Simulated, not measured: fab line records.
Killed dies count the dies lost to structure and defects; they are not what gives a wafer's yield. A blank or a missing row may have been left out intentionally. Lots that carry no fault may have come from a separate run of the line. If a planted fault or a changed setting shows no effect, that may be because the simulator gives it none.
The tool behind it: which one? ; flow sky130 ; 21 wafers from 7 lots sampled at 3 of the route's 708 steps

## WHAT THE GAUGES SHOWED, per wafer
SKY_LDD_HVN_TW_MEAS_10.
lot;measured;on;LDD_HVN_TW
L879;day 21 03:45;film-metro-01;1455 1454 1448
L883;day 22 08:59;film-metro-04;1436 1438 1433
L885;day 23 00:11;film-metro-01;1451 1450 1457
L887;day 23 19:17;film-metro-04;1430 1431 1433
L890;day 25 03:49;film-metro-04;1425 1431 1431
L896;day 26 21:47;film-metro-01;30 30 30
L900;day 28 02:38;film-metro-04;1449 1446 1449

## TOOL THAT RAN EACH LOT (tool first, then ch and the chambers of the sampled wafers, then the start)
lot;SKY_LDD_P_STRIP_10;SKY_LDD_HVN_STRIP_09
L879;plasma-asher-02 ch 0,1, day 19 20:51;plasma-asher-03 ch 0,1, day 21 03:40
L883;plasma-asher-02 ch 0,1, day 21 02:05;plasma-asher-04 ch 0,1, day 22 08:53
L885;plasma-asher-03 ch 0,1, day 21 18:30;plasma-asher-04 ch 0,1, day 23 00:05
L887;plasma-asher-02 ch 0,1, day 22 12:22;plasma-asher-02 ch 0,1, day 23 19:11
L890;plasma-asher-01 ch 0,1, day 23 21:46;plasma-asher-03 ch 0,1, day 25 03:44
L896;plasma-asher-03 ch 0,1, day 25 16:43;plasma-asher-04 ch 0,1, day 26 21:41
L900;plasma-asher-02 ch 0,1, day 26 21:25;plasma-asher-02 ch 0,1, day 28 02:32
- SKY_LDD_P_STRIP_10: strips in O2/N2.
- SKY_LDD_HVN_STRIP_09: strips in O2/N2.

## THE ANSWER, worked out from the rows above alone
Rule: the lots themselves supply what counts as usual. The widest of any qualifying gaps counts: lots, ordered by their means at a reading, are off when they make up no more than a third of the lots, leave a main group of 4 or more, and stand apart from it by 3 or more times the standard deviation of that group's means. The tables above print the reading to a certain number of digits; a main group whose means all agree to those digits is not used. A lot without any number at a reading at which 4 lots or more have one is off too. The other lots that the step has rows for count as sound.
Off: L896, at SKY_LDD_HVN_TW_MEAS_10 (LDD_HVN_TW). Mean 1442 and standard deviation 9.8 in the main group.
A tool fits if, at a process step before that reading, it ran every lot that is off, and no sound lot after the first of them. Gauges at SKY_LDD_HVN_TW_MEAS_10: tried the same way as those tools. Can't be told from this: 3 tools fit, plasma-asher-03 at SKY_LDD_P_STRIP_10, plasma-asher-04 at SKY_LDD_HVN_STRIP_09, film-metro-01 at SKY_LDD_HVN_TW_MEAS_10.

## WHAT THE SIMULATOR HAD INSERTED
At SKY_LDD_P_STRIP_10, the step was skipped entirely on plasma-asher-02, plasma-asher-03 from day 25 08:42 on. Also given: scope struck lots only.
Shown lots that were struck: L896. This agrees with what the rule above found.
